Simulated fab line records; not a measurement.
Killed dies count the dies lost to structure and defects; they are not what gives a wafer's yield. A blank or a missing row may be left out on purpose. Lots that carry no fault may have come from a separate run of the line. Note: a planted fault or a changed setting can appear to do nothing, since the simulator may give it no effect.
fab line records :: flow sky130
[record]
  lots = 6
  wafers = 18
  lastDay = 50
route steps=708 shown RES_XHIGH@332 SD_N@342
lots that met no fault: from a run of the same line without faults
startH: hours from the record's first day to the start of the lot's first wafer shown :: waitH: time in hours since the lot's previous step :: " as in the row above :: L1.1+2: several wafers, shown together as one row :: - no value, or no start given :: * or withheld: withheld :: < > ~ a bound
route shown NAME@n: NAME is a module with steps in the file, n the number in the route of the first one :: usual: the fault-free wafers' mean and standard deviation :: same: alike in all rows :: chamber/n: place in a boat :: sites: each site's reading :: _std_site: standard deviation across them :: _edge_site: outer sites' mean less inner sites' :: radiusMm: how far each site lies from the wafer's centre :: mask NAME#n: copy n :: behind: the last tool/chamber to shape the wafer :: hold: the reason the lot was held/the length of the hold in hours/how it ended :: device: the n, p or np transistor that did not switch :: end of line: tests of these same wafers at the route's end :: step lacking rows: just its recipe :: killed: not the wafer's yield, but the dies lost to structure and defects at the first sort :: map: dies across one wafer; x = killed, . = not, _ = none there
set.NAME: the setting the step ran with; set.NAME@STEP: the setting that earlier step ran with :: model.NAME: the simulator's own value behind a step, which no gauge read
certain route steps with their lots: each step a table, each wafer a row
services: from which hour (startH, from the record's first day; less than 0 if before it) a tool's chamber was out of use, for how many hours, and why
[[steps]]
[step SKY_RES_XHIGH_DEHYDRATE_00]
[recipe]
  tempC = 200
  timeS = 60
[step SKY_RES_XHIGH_HMDS_01]
[recipe]
  primeTimeS = 60
  primeTempC = 120
[step SKY_RES_XHIGH_COAT_02]
[recipe]
  resist = NOVOLAK
  spinRpm = 3000
  resistThkNm = 1140
[step SKY_RES_XHIGH_SOFTBAKE_03]
[recipe]
  tempC = 90
  timeS = 60
  resist = NOVOLAK
[step SKY_RES_XHIGH_EXPOSE_04]
[recipe]
  maskId = URPM
  na = 0.6
  sourceShape = conventional
  sigmaOuter = 0.6
  polarization = unpolarized
  targetCdNm = 1270
  doseMj = 140
[step SKY_RES_XHIGH_PEB_05]
[recipe]
  tempC = withheld
  timeS = *
  resist = NOVOLAK
[step SKY_RES_XHIGH_DEVELOP_06]
[recipe]
  resist = NOVOLAK
  developer = TMAH
  developTimeS = 60
  devTempC = 23
[step SKY_RES_XHIGH_IMPLANT_07]
[recipe]
  species = BF2
  energyKev = 20
  doseCm2 = 3.6e+14
  tiltDeg = 0
[step SKY_RES_XHIGH_STRIP_08]
[recipe]
  chemistry = O2/N2
  powerW = 1400
  pressureMtorr = 1500
  platenTempC = withheld
  o2FlowSccm = 3000
  n2FlowSccm = 300
  overashFraction = 0.5
[usual]
  drypumpMotorCurrentA = 5.5/0.47
  oesProductAu = 0.712/0.0047
  stripTimeToEndpointS = 14.25/0.045
[same]
  overashFraction = 0.5
lot.wafer: L578.2
tool: plasmaAsher-01
chamber: 0
startH: 635.38
waitH: 0.1
drypumpMotorCurrentA: 4.9
oesProductAu: 0.709
rfHoursCounterH: 96
stripTimeToEndpointS: 14.25

lot.wafer: L578.4
tool: plasmaAsher-01
chamber: 1
startH: 635.38
waitH: 0.1
drypumpMotorCurrentA: 5.1
oesProductAu: 0.712
rfHoursCounterH: -
stripTimeToEndpointS: 14.23

lot.wafer: L578.5
tool: plasmaAsher-01
chamber: 0
startH: 635.38
waitH: 0.1
drypumpMotorCurrentA: 4.9
oesProductAu: 0.716
rfHoursCounterH: -
stripTimeToEndpointS: 14.22

lot.wafer: L587.1
tool: plasmaAsher-03
chamber: 1
startH: 712.92
waitH: 0.1
drypumpMotorCurrentA: 5.3
oesProductAu: 0.711
rfHoursCounterH: 85
stripTimeToEndpointS: 14.30

lot.wafer: L587.2
tool: plasmaAsher-03
chamber: 0
startH: 712.92
waitH: 0.1
drypumpMotorCurrentA: 5.5
oesProductAu: 0.716
rfHoursCounterH: 85
stripTimeToEndpointS: 14.30

lot.wafer: L587.6
tool: plasmaAsher-03
chamber: 1
startH: 712.92
waitH: 0.1
drypumpMotorCurrentA: 5.3
oesProductAu: 0.716
rfHoursCounterH: -
stripTimeToEndpointS: 14.32

lot.wafer: L588.3
tool: plasmaAsher-01
chamber: 1
startH: 722.21
waitH: 0.1
drypumpMotorCurrentA: 5.1
oesProductAu: 0.720
rfHoursCounterH: -
stripTimeToEndpointS: 14.30

lot.wafer: L588.5
tool: plasmaAsher-01
chamber: 0
startH: 722.21
waitH: 0.1
drypumpMotorCurrentA: 4.9
oesProductAu: 0.710
rfHoursCounterH: -
stripTimeToEndpointS: 14.26

lot.wafer: L588.6
tool: plasmaAsher-01
chamber: 1
startH: 722.21
waitH: 0.1
drypumpMotorCurrentA: 5.1
oesProductAu: 0.710
rfHoursCounterH: -
stripTimeToEndpointS: 14.26

lot.wafer: L592.3
tool: plasmaAsher-03
chamber: 1
startH: 749.15
waitH: 0.1
drypumpMotorCurrentA: 5.3
oesProductAu: 0.717
rfHoursCounterH: -
stripTimeToEndpointS: 14.24

lot.wafer: L592.4
tool: plasmaAsher-03
chamber: 0
startH: 749.15
waitH: 0.1
drypumpMotorCurrentA: 5.5
oesProductAu: 0.704
rfHoursCounterH: -
stripTimeToEndpointS: 14.22

lot.wafer: L592.6
tool: plasmaAsher-03
chamber: 1
startH: 749.15
waitH: 0.1
drypumpMotorCurrentA: 5.4
oesProductAu: 0.706
rfHoursCounterH: -
stripTimeToEndpointS: 14.21

lot.wafer: L596.1
tool: plasmaAsher-02
chamber: 1
startH: 781.97
waitH: 0.1
drypumpMotorCurrentA: 5.6
oesProductAu: 0.708
rfHoursCounterH: 36
stripTimeToEndpointS: 14.25

lot.wafer: L596.2
tool: plasmaAsher-02
chamber: 0
startH: 781.97
waitH: 0.1
drypumpMotorCurrentA: 6.4
oesProductAu: 0.709
rfHoursCounterH: 36
stripTimeToEndpointS: 14.17

lot.wafer: L596.6
tool: plasmaAsher-02
chamber: 0
startH: 781.97
waitH: 0.1
drypumpMotorCurrentA: 6.3
oesProductAu: 0.718
rfHoursCounterH: -
stripTimeToEndpointS: 14.26

lot.wafer: L598.2
tool: plasmaAsher-03
chamber: 1
startH: 797.07
waitH: 0.1
drypumpMotorCurrentA: 5.3
oesProductAu: 0.699
rfHoursCounterH: 94
stripTimeToEndpointS: 14.26

lot.wafer: L598.4
tool: plasmaAsher-03
chamber: 1
startH: 797.07
waitH: 0.1
drypumpMotorCurrentA: 5.3
oesProductAu: 0.713
rfHoursCounterH: -
stripTimeToEndpointS: 14.31

lot.wafer: L598.5
tool: plasmaAsher-03
chamber: 0
startH: 797.07
waitH: 0.1
drypumpMotorCurrentA: 5.5
oesProductAu: 0.710
rfHoursCounterH: -
stripTimeToEndpointS: 14.31
[step SKY_RES_XHIGH_TW_MEAS_09]
[usual]
  RES_XHIGH_TW = 1642/7.9
lot.wafer: L578.2
tool: filmMetro-01
chamber: -
startH: 635.49
waitH: 0.1
RES_XHIGH_TW: 1654

lot.wafer: L578.4
tool: filmMetro-01
chamber: -
startH: 635.49
waitH: 0.1
RES_XHIGH_TW: 1648

lot.wafer: L578.5
tool: filmMetro-01
chamber: -
startH: 635.49
waitH: 0.1
RES_XHIGH_TW: 1639

lot.wafer: L587.1
tool: filmMetro-04
chamber: -
startH: 713.02
waitH: 0.1
RES_XHIGH_TW: 1649

lot.wafer: L587.2
tool: filmMetro-04
chamber: -
startH: 713.02
waitH: 0.1
RES_XHIGH_TW: 1645

lot.wafer: L587.6
tool: filmMetro-04
chamber: -
startH: 713.02
waitH: 0.1
RES_XHIGH_TW: 1652

lot.wafer: L588.3
tool: filmMetro-01
chamber: -
startH: 722.29
waitH: 0.1
RES_XHIGH_TW: 1648

lot.wafer: L588.5
tool: filmMetro-01
chamber: -
startH: 722.29
waitH: 0.1
RES_XHIGH_TW: 1645

lot.wafer: L588.6
tool: filmMetro-01
chamber: -
startH: 722.29
waitH: 0.1
RES_XHIGH_TW: 1651

lot.wafer: L592.3
tool: filmMetro-01
chamber: -
startH: 749.24
waitH: 0.1
RES_XHIGH_TW: 1656

lot.wafer: L592.4
tool: filmMetro-01
chamber: -
startH: 749.24
waitH: 0.1
RES_XHIGH_TW: 1651

lot.wafer: L592.6
tool: filmMetro-01
chamber: -
startH: 749.24
waitH: 0.1
RES_XHIGH_TW: 1650

lot.wafer: L596.1
tool: filmMetro-03
chamber: -
startH: 782.07
waitH: 0.1
RES_XHIGH_TW: 1639

lot.wafer: L596.2
tool: filmMetro-03
chamber: -
startH: 782.07
waitH: 0.1
RES_XHIGH_TW: 1644

lot.wafer: L596.6
tool: filmMetro-03
chamber: -
startH: 782.07
waitH: 0.1
RES_XHIGH_TW: 1637

lot.wafer: L598.2
tool: filmMetro-03
chamber: -
startH: 797.18
waitH: 0.1
RES_XHIGH_TW: 1645

lot.wafer: L598.4
tool: filmMetro-03
chamber: -
startH: 797.18
waitH: 0.1
RES_XHIGH_TW: 1649

lot.wafer: L598.5
tool: filmMetro-03
chamber: -
startH: 797.18
waitH: 0.1
RES_XHIGH_TW: 1653
[step SKY_SD_N_DEHYDRATE_00]
[recipe]
  tempC = 200
  timeS = 60
[step SKY_SD_N_HMDS_01]
[recipe]
  primeTimeS = 60
  primeTempC = 120
[step SKY_SD_N_COAT_02]
[recipe]
  resist = NOVOLAK
  spinRpm = 3000
  resistThkNm = 1140
[usual]
  spinSpeedRpm = 2999.9/1.8
lot.wafer: L578.2
tool: lithoTrack-01
chamber: 0
startH: 649.45
waitH: 0.1
spinSpeedRpm: 3001.3
model.NOVOLAK_of_SD_N_COAT_02.thkNm: 1136

lot.wafer: L578.4
tool: lithoTrack-01
chamber: 0
startH: 649.45
waitH: 0.1
spinSpeedRpm: 3001.5
model.NOVOLAK_of_SD_N_COAT_02.thkNm: 1136

lot.wafer: L578.5
tool: lithoTrack-01
chamber: 0
startH: 649.45
waitH: 0.1
spinSpeedRpm: 3000.7
model.NOVOLAK_of_SD_N_COAT_02.thkNm: 1132

lot.wafer: L587.1
tool: lithoTrack-02
chamber: 0
startH: 727.16
waitH: 0.1
spinSpeedRpm: 3003.6
model.NOVOLAK_of_SD_N_COAT_02.thkNm: 696.8

lot.wafer: L587.2
tool: lithoTrack-02
chamber: 0
startH: 727.16
waitH: 0.1
spinSpeedRpm: 2999.8
model.NOVOLAK_of_SD_N_COAT_02.thkNm: 694.1

lot.wafer: L587.6
tool: lithoTrack-02
chamber: 0
startH: 727.16
waitH: 0.1
spinSpeedRpm: 2999.9
model.NOVOLAK_of_SD_N_COAT_02.thkNm: 696.7

lot.wafer: L588.3
tool: lithoTrack-02
chamber: 0
startH: 735.16
waitH: 0.1
spinSpeedRpm: 2999.7
model.NOVOLAK_of_SD_N_COAT_02.thkNm: 695.3

lot.wafer: L588.5
tool: lithoTrack-02
chamber: 0
startH: 735.16
waitH: 0.1
spinSpeedRpm: 2998.1
model.NOVOLAK_of_SD_N_COAT_02.thkNm: 694.7

lot.wafer: L588.6
tool: lithoTrack-02
chamber: 0
startH: 735.16
waitH: 0.1
spinSpeedRpm: 2998.3
model.NOVOLAK_of_SD_N_COAT_02.thkNm: 694.7

lot.wafer: L592.3
tool: lithoTrack-01
chamber: 0
startH: 762.17
waitH: 0.1
spinSpeedRpm: 2997.1
model.NOVOLAK_of_SD_N_COAT_02.thkNm: 1135

lot.wafer: L592.4
tool: lithoTrack-01
chamber: 0
startH: 762.17
waitH: 0.1
spinSpeedRpm: 3004.2
model.NOVOLAK_of_SD_N_COAT_02.thkNm: 1133

lot.wafer: L592.6
tool: lithoTrack-01
chamber: 0
startH: 762.17
waitH: 0.1
spinSpeedRpm: 3004.2
model.NOVOLAK_of_SD_N_COAT_02.thkNm: 1135

lot.wafer: L596.1
tool: lithoTrack-02
chamber: 0
startH: 795.06
waitH: 0.1
spinSpeedRpm: 2999.7
model.NOVOLAK_of_SD_N_COAT_02.thkNm: 1145

lot.wafer: L596.2
tool: lithoTrack-02
chamber: 0
startH: 795.06
waitH: 0.1
spinSpeedRpm: 2998.0
model.NOVOLAK_of_SD_N_COAT_02.thkNm: 1145

lot.wafer: L596.6
tool: lithoTrack-02
chamber: 0
startH: 795.06
waitH: 0.1
spinSpeedRpm: 2995.9
model.NOVOLAK_of_SD_N_COAT_02.thkNm: 1148

lot.wafer: L598.2
tool: lithoTrack-03
chamber: 0
startH: 810.66
waitH: 0.1
spinSpeedRpm: 3000.4
model.NOVOLAK_of_SD_N_COAT_02.thkNm: 1135

lot.wafer: L598.4
tool: lithoTrack-03
chamber: 0
startH: 810.66
waitH: 0.1
spinSpeedRpm: 2999.9
model.NOVOLAK_of_SD_N_COAT_02.thkNm: 1134

lot.wafer: L598.5
tool: lithoTrack-03
chamber: 0
startH: 810.66
waitH: 0.1
spinSpeedRpm: 3000.0
model.NOVOLAK_of_SD_N_COAT_02.thkNm: 1136
[step SKY_SD_N_SOFTBAKE_03]
[recipe]
  tempC = 90
  timeS = 60
  resist = NOVOLAK
[step SKY_SD_N_EXPOSE_04]
[recipe]
  maskId = NSDM
  na = 0.6
  sourceShape = conventional
  sigmaOuter = 0.6
  polarization = unpolarized
  targetCdNm = 380
  doseMj = 141
[step SKY_SD_N_PEB_05]
[recipe]
  tempC = withheld
  timeS = *
  resist = NOVOLAK
[step SKY_SD_N_DEVELOP_06]
[recipe]
  resist = NOVOLAK
  developer = TMAH
  developTimeS = 60
  devTempC = 23
lot.wafer: L578.2
tool: lithoTrack-03
chamber: 0
startH: 664.11
waitH: 0.1
model.NOVOLAK_of_SD_N_COAT_02.thkNm: 1136

lot.wafer: L578.4
tool: lithoTrack-03
chamber: 0
startH: 664.11
waitH: 0.1
model.NOVOLAK_of_SD_N_COAT_02.thkNm: 1135

lot.wafer: L578.5
tool: lithoTrack-03
chamber: 0
startH: 664.11
waitH: 0.1
model.NOVOLAK_of_SD_N_COAT_02.thkNm: 1132

lot.wafer: L587.1
tool: lithoTrack-03
chamber: 0
startH: 740.38
waitH: 0.1
model.NOVOLAK_of_SD_N_COAT_02.thkNm: 696.4

lot.wafer: L587.2
tool: lithoTrack-03
chamber: 0
startH: 740.38
waitH: 0.1
model.NOVOLAK_of_SD_N_COAT_02.thkNm: 693.7

lot.wafer: L587.6
tool: lithoTrack-03
chamber: 0
startH: 740.38
waitH: 0.1
model.NOVOLAK_of_SD_N_COAT_02.thkNm: 696.3

lot.wafer: L588.3
tool: lithoTrack-02
chamber: 0
startH: 748.76
waitH: 0.1
model.NOVOLAK_of_SD_N_COAT_02.thkNm: 694.9

lot.wafer: L588.5+6
tool: lithoTrack-02
chamber: 0
startH: 748.76
waitH: 0.1
model.NOVOLAK_of_SD_N_COAT_02.thkNm: 694.3

lot.wafer: L592.3+6
tool: lithoTrack-03
chamber: 0
startH: 775.43
waitH: 0.1
model.NOVOLAK_of_SD_N_COAT_02.thkNm: 1134

lot.wafer: L592.4
tool: lithoTrack-03
chamber: 0
startH: 775.43
waitH: 0.1
model.NOVOLAK_of_SD_N_COAT_02.thkNm: 1133

lot.wafer: L596.1+2
tool: lithoTrack-01
chamber: 0
startH: 809.12
waitH: 0.1
model.NOVOLAK_of_SD_N_COAT_02.thkNm: 1145

lot.wafer: L596.6
tool: lithoTrack-01
chamber: 0
startH: 809.12
waitH: 0.1
model.NOVOLAK_of_SD_N_COAT_02.thkNm: 1148

lot.wafer: L598.2
tool: lithoTrack-02
chamber: 0
startH: 823.48
waitH: 0.1
model.NOVOLAK_of_SD_N_COAT_02.thkNm: 1135

lot.wafer: L598.4
tool: lithoTrack-02
chamber: 0
startH: 823.48
waitH: 0.1
model.NOVOLAK_of_SD_N_COAT_02.thkNm: 1133

lot.wafer: L598.5
tool: lithoTrack-02
chamber: 0
startH: 823.48
waitH: 0.1
model.NOVOLAK_of_SD_N_COAT_02.thkNm: 1136
[step SKY_SD_N_CD_MEAS_07]
[recipe]
  targetCdNm = 380
[usual]
  cdNm = 380.5/2.8
lot.wafer: L578.2
tool: cdSem-02
chamber: -
startH: 664.25
waitH: 0.1
cdNm: 374.2

lot.wafer: L578.4
tool: cdSem-02
chamber: -
startH: 664.25
waitH: 0.1
cdNm: 376.9

lot.wafer: L578.5
tool: cdSem-02
chamber: -
startH: 664.25
waitH: 0.1
cdNm: 376.6

lot.wafer: L587.1
tool: cdSem-02
chamber: -
startH: 740.53
waitH: 0.1
cdNm: 433.6

lot.wafer: L587.2
tool: cdSem-02
chamber: -
startH: 740.53
waitH: 0.1
cdNm: 432.1

lot.wafer: L587.6
tool: cdSem-02
chamber: -
startH: 740.53
waitH: 0.1
cdNm: 434.8

lot.wafer: L588.3
tool: cdSem-01
chamber: -
startH: 748.90
waitH: 0.1
cdNm: 433.9

lot.wafer: L588.5
tool: cdSem-01
chamber: -
startH: 748.90
waitH: 0.1
cdNm: 434.1

lot.wafer: L588.6
tool: cdSem-01
chamber: -
startH: 748.90
waitH: 0.1
cdNm: 429.8

lot.wafer: L592.3
tool: cdSem-02
chamber: -
startH: 775.57
waitH: 0.1
cdNm: 381.0

lot.wafer: L592.4
tool: cdSem-02
chamber: -
startH: 775.57
waitH: 0.1
cdNm: 379.3

lot.wafer: L592.6
tool: cdSem-02
chamber: -
startH: 775.57
waitH: 0.1
cdNm: 381.2

lot.wafer: L596.1
tool: cdSem-02
chamber: -
startH: 809.27
waitH: 0.1
cdNm: 383.2

lot.wafer: L596.2
tool: cdSem-02
chamber: -
startH: 809.27
waitH: 0.1
cdNm: 380.6

lot.wafer: L596.6
tool: cdSem-02
chamber: -
startH: 809.27
waitH: 0.1
cdNm: 383.0

lot.wafer: L598.2
tool: cdSem-01
chamber: -
startH: 823.63
waitH: 0.1
cdNm: 376.9

lot.wafer: L598.4
tool: cdSem-01
chamber: -
startH: 823.63
waitH: 0.1
cdNm: 380.5

lot.wafer: L598.5
tool: cdSem-01
chamber: -
startH: 823.63
waitH: 0.1
cdNm: 377.9
[step SKY_SD_N_OVL_MEAS_08]
[usual]
  SD_N_OVL = 0.2/1.4
lot.wafer: L578.2
tool: overlay-02
chamber: -
startH: 664.36
waitH: 0.1
SD_N_OVL[nm]: -1.9

lot.wafer: L578.4
tool: overlay-02
chamber: -
startH: 664.36
waitH: 0.1
SD_N_OVL[nm]: 0.9

lot.wafer: L578.5
tool: overlay-02
chamber: -
startH: 664.36
waitH: 0.1
SD_N_OVL[nm]: -1.3

lot.wafer: L587.1
tool: overlay-01
chamber: -
startH: 740.65
waitH: 0.1
SD_N_OVL[nm]: -0.2

lot.wafer: L587.2
tool: overlay-01
chamber: -
startH: 740.65
waitH: 0.1
SD_N_OVL[nm]: -0.3

lot.wafer: L587.6
tool: overlay-01
chamber: -
startH: 740.65
waitH: 0.1
SD_N_OVL[nm]: 0.4

lot.wafer: L588.3
tool: overlay-01
chamber: -
startH: 748.99
waitH: 0.1
SD_N_OVL[nm]: -0.1

lot.wafer: L588.5
tool: overlay-01
chamber: -
startH: 748.99
waitH: 0.1
SD_N_OVL[nm]: -1.0

lot.wafer: L588.6
tool: overlay-01
chamber: -
startH: 748.99
waitH: 0.1
SD_N_OVL[nm]: -0.2

lot.wafer: L592.3
tool: overlay-02
chamber: -
startH: 775.66
waitH: 0.1
SD_N_OVL[nm]: 0.7

lot.wafer: L592.4
tool: overlay-02
chamber: -
startH: 775.66
waitH: 0.1
SD_N_OVL[nm]: -1.2

lot.wafer: L592.6
tool: overlay-02
chamber: -
startH: 775.66
waitH: 0.1
SD_N_OVL[nm]: 0.5

lot.wafer: L596.1
tool: overlay-01
chamber: -
startH: 809.39
waitH: 0.1
SD_N_OVL[nm]: -0.4

lot.wafer: L596.2
tool: overlay-01
chamber: -
startH: 809.39
waitH: 0.1
SD_N_OVL[nm]: 0.9

lot.wafer: L596.6
tool: overlay-01
chamber: -
startH: 809.39
waitH: 0.1
SD_N_OVL[nm]: -0.5

lot.wafer: L598.2
tool: overlay-01
chamber: -
startH: 823.73
waitH: 0.1
SD_N_OVL[nm]: 1.9

lot.wafer: L598.4
tool: overlay-01
chamber: -
startH: 823.73
waitH: 0.1
SD_N_OVL[nm]: 1.7

lot.wafer: L598.5
tool: overlay-01
chamber: -
startH: 823.73
waitH: 0.1
SD_N_OVL[nm]: 0.9
[step SKY_SD_N_IMPLANT_09]
[recipe]
  species = As
  energyKev = 50
  doseCm2 = 4e+15
  tiltDeg = 0
[step SKY_SD_N_IMPLANT_10]
[recipe]
  species = P
  energyKev = 20
  doseCm2 = 1e+14
  tiltDeg = 0
[step SKY_SD_N_STRIP_11]
[recipe]
  chemistry = O2/N2
  powerW = 1400
  pressureMtorr = 1500
  platenTempC = withheld
  o2FlowSccm = 3000
  n2FlowSccm = 300
  overashFraction = 0.5
[usual]
  drypumpMotorCurrentA = 5.2/0.45
  oesProductAu = 0.527/0.0047
  stripTimeToEndpointS = 22.53/0.043
[same]
  overashFraction = 0.5
lot.wafer: L578.2
tool: plasmaAsher-04
chamber: 0
startH: 664.69
waitH: 0.1
drypumpMotorCurrentA: 5.9
oesProductAu: 0.528
rfHoursCounterH: 55
stripTimeToEndpointS: 22.51

lot.wafer: L578.4
tool: plasmaAsher-04
chamber: 0
startH: 664.69
waitH: 0.1
drypumpMotorCurrentA: 5.9
oesProductAu: 0.523
rfHoursCounterH: -
stripTimeToEndpointS: 22.53

lot.wafer: L578.5
tool: plasmaAsher-04
chamber: 1
startH: 664.69
waitH: 0.1
drypumpMotorCurrentA: 4.7
oesProductAu: 0.528
rfHoursCounterH: -
stripTimeToEndpointS: 22.48

lot.wafer: L587.1
tool: plasmaAsher-04
chamber: 0
startH: 740.99
waitH: 0.1
drypumpMotorCurrentA: 5.9
oesProductAu: 0.469
rfHoursCounterH: 62
stripTimeToEndpointS: 17.52

lot.wafer: L587.2
tool: plasmaAsher-04
chamber: 1
startH: 740.99
waitH: 0.1
drypumpMotorCurrentA: 4.7
oesProductAu: 0.476
rfHoursCounterH: 62
stripTimeToEndpointS: 17.49

lot.wafer: L587.6
tool: plasmaAsher-04
chamber: 0
startH: 740.99
waitH: 0.1
drypumpMotorCurrentA: 5.9
oesProductAu: 0.470
rfHoursCounterH: -
stripTimeToEndpointS: 17.52

lot.wafer: L588.3
tool: plasmaAsher-04
chamber: 1
startH: 749.35
waitH: 0.1
drypumpMotorCurrentA: 4.7
oesProductAu: 0.468
rfHoursCounterH: -
stripTimeToEndpointS: 17.50

lot.wafer: L588.5
tool: plasmaAsher-04
chamber: 1
startH: 749.35
waitH: 0.1
drypumpMotorCurrentA: 4.7
oesProductAu: 0.466
rfHoursCounterH: -
stripTimeToEndpointS: 17.51

lot.wafer: L588.6
tool: plasmaAsher-04
chamber: 0
startH: 749.35
waitH: 0.1
drypumpMotorCurrentA: 6.0
oesProductAu: 0.464
rfHoursCounterH: -
stripTimeToEndpointS: 17.49

lot.wafer: L592.3
tool: plasmaAsher-01
chamber: 1
startH: 776.02
waitH: 0.1
drypumpMotorCurrentA: 5.1
oesProductAu: 0.529
rfHoursCounterH: -
stripTimeToEndpointS: 22.50

lot.wafer: L592.4
tool: plasmaAsher-01
chamber: 0
startH: 776.02
waitH: 0.1
drypumpMotorCurrentA: 4.9
oesProductAu: 0.523
rfHoursCounterH: -
stripTimeToEndpointS: 22.49

lot.wafer: L592.6
tool: plasmaAsher-01
chamber: 1
startH: 776.02
waitH: 0.1
drypumpMotorCurrentA: 5.1
oesProductAu: 0.529
rfHoursCounterH: -
stripTimeToEndpointS: 22.49

lot.wafer: L596.1
tool: plasmaAsher-04
chamber: 0
startH: 809.73
waitH: 0.1
drypumpMotorCurrentA: 5.9
oesProductAu: 0.525
rfHoursCounterH: 68
stripTimeToEndpointS: 22.60

lot.wafer: L596.2
tool: plasmaAsher-04
chamber: 1
startH: 809.73
waitH: 0.1
drypumpMotorCurrentA: 4.7
oesProductAu: 0.528
rfHoursCounterH: 68
stripTimeToEndpointS: 22.59

lot.wafer: L596.6
tool: plasmaAsher-04
chamber: 1
startH: 809.73
waitH: 0.1
drypumpMotorCurrentA: 4.7
oesProductAu: 0.522
rfHoursCounterH: -
stripTimeToEndpointS: 22.63

lot.wafer: L598.2
tool: plasmaAsher-04
chamber: 0
startH: 824.06
waitH: 0.1
drypumpMotorCurrentA: 5.9
oesProductAu: 0.517
rfHoursCounterH: 70
stripTimeToEndpointS: 22.54

lot.wafer: L598.4
tool: plasmaAsher-04
chamber: 0
startH: 824.06
waitH: 0.1
drypumpMotorCurrentA: 5.9
oesProductAu: 0.531
rfHoursCounterH: -
stripTimeToEndpointS: 22.51

lot.wafer: L598.5
tool: plasmaAsher-04
chamber: 1
startH: 824.06
waitH: 0.1
drypumpMotorCurrentA: 4.7
oesProductAu: 0.524
rfHoursCounterH: -
stripTimeToEndpointS: 22.54
[step SKY_SD_N_TW_MEAS_12]
[usual]
  SD_N_TW = 3982/20
lot.wafer: L578.2
tool: filmMetro-04
chamber: -
startH: 664.80
waitH: 0.1
SD_N_TW: 3970

lot.wafer: L578.4
tool: filmMetro-04
chamber: -
startH: 664.80
waitH: 0.1
SD_N_TW: 3974

lot.wafer: L578.5
tool: filmMetro-04
chamber: -
startH: 664.80
waitH: 0.1
SD_N_TW: 3960

lot.wafer: L587.1
tool: filmMetro-04
chamber: -
startH: 741.09
waitH: 0.1
SD_N_TW: 3994

lot.wafer: L587.2
tool: filmMetro-04
chamber: -
startH: 741.09
waitH: 0.1
SD_N_TW: 3957

lot.wafer: L587.6
tool: filmMetro-04
chamber: -
startH: 741.09
waitH: 0.1
SD_N_TW: 3958

lot.wafer: L588.3
tool: filmMetro-01
chamber: -
startH: 749.43
waitH: 0.1
SD_N_TW: 4010

lot.wafer: L588.5
tool: filmMetro-01
chamber: -
startH: 749.43
waitH: 0.1
SD_N_TW: 4014

lot.wafer: L588.6
tool: filmMetro-01
chamber: -
startH: 749.43
waitH: 0.1
SD_N_TW: 4000

lot.wafer: L592.3
tool: filmMetro-03
chamber: -
startH: 776.11
waitH: 0.1
SD_N_TW: 3972

lot.wafer: L592.4
tool: filmMetro-03
chamber: -
startH: 776.11
waitH: 0.1
SD_N_TW: 3966

lot.wafer: L592.6
tool: filmMetro-03
chamber: -
startH: 776.11
waitH: 0.1
SD_N_TW: 3977

lot.wafer: L596.1
tool: filmMetro-01
chamber: -
startH: 809.83
waitH: 0.1
SD_N_TW: 3959

lot.wafer: L596.2
tool: filmMetro-01
chamber: -
startH: 809.83
waitH: 0.1
SD_N_TW: 3971

lot.wafer: L596.6
tool: filmMetro-01
chamber: -
startH: 809.83
waitH: 0.1
SD_N_TW: 3970

lot.wafer: L598.2
tool: filmMetro-04
chamber: -
startH: 824.17
waitH: 0.1
SD_N_TW: 3963

lot.wafer: L598.4
tool: filmMetro-04
chamber: -
startH: 824.17
waitH: 0.1
SD_N_TW: 3970

lot.wafer: L598.5
tool: filmMetro-04
chamber: -
startH: 824.17
waitH: 0.1
SD_N_TW: 3951
[[services]]
tool: plasmaAsher-03
chamber: -
startH: 623.90
hours: 3.5
kind: repair

tool: plasmaAsher-02
chamber: -
startH: 641.04
hours: 1.4
kind: repair

tool: plasmaAsher-04
chamber: -
startH: 695.32
hours: 8.7
kind: pm

tool: plasmaAsher-03
chamber: -
startH: 702.76
hours: 7.7
kind: repair

tool: plasmaAsher-01
chamber: -
startH: 733.75
hours: 9.0
kind: pm

tool: plasmaAsher-01
chamber: 0
startH: 733.75
hours: 9.0
kind: ventCycle

tool: plasmaAsher-01
chamber: 1
startH: 733.75
hours: 9.0
kind: ventCycle

tool: plasmaAsher-01
chamber: 0
startH: 742.75
hours: -
kind: clean

tool: plasmaAsher-01
chamber: 1
startH: 742.75
hours: -
kind: clean

tool: plasmaAsher-01
chamber: -
startH: 750.62
hours: 2.0
kind: repair

tool: plasmaAsher-03
chamber: -
startH: 757.62
hours: 2.1
kind: repair

tool: plasmaAsher-03
chamber: -
startH: 768.43
hours: 0.8
kind: repair
[[key]]
[firstSign]
  step = SKY_SD_N_CD_MEAS_07
  reading = cdNm
  direction = up
  sigmas = 19
  usual = 380.5
  struck = 433.0
[effect]
  step = SKY_SD_N_STRIP_11
  reading = stripTimeToEndpointS
  direction = down
  sigmas = 99+
  usual = *
  struck = *
[modelEffect]
  step = SKY_SD_N_COAT_02
  value = NOVOLAK_of_SD_N_COAT_02.thkNm
  without = 1140
  struck = 695.4
[modelEffect]
  step = SKY_SD_N_DEVELOP_06
  value = NOVOLAK_of_SD_N_COAT_02.thkNm
  without = 1140
  struck = 695
metAt SKY_SD_N_COAT_02
struckWafers L587.1,L587.2,L587.6,L588.3,L588.5,L588.6
sortLeftOut L587.1,L587.2,L587.6,L588.3,L588.5,L588.6
testerLeftOut L587,L588
[fault]
  kind = processParameterDrift
  tool = lithoTrack-02
  chamber = -
  onsetH = 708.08
  steps = SKY_SD_N_COAT_02
  channel = resistThkNm
  offset = -444.8
  shape = step
  endH = 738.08
  actsIn = theseRecipesOnly
  stated = 1140
// testerLeftOut: of these lots the tester's yield and bins aren't shown, on N5 and GAA mostly nor the transistor test; their killed dies are dies lost to structure and defects alone, not to doping, threshold or leakage, so they don't give the yield
// sortLeftOut: the simulated sort isn't trusted on such a fault, so these wafers' sort isn't shown, and their yield isn't known
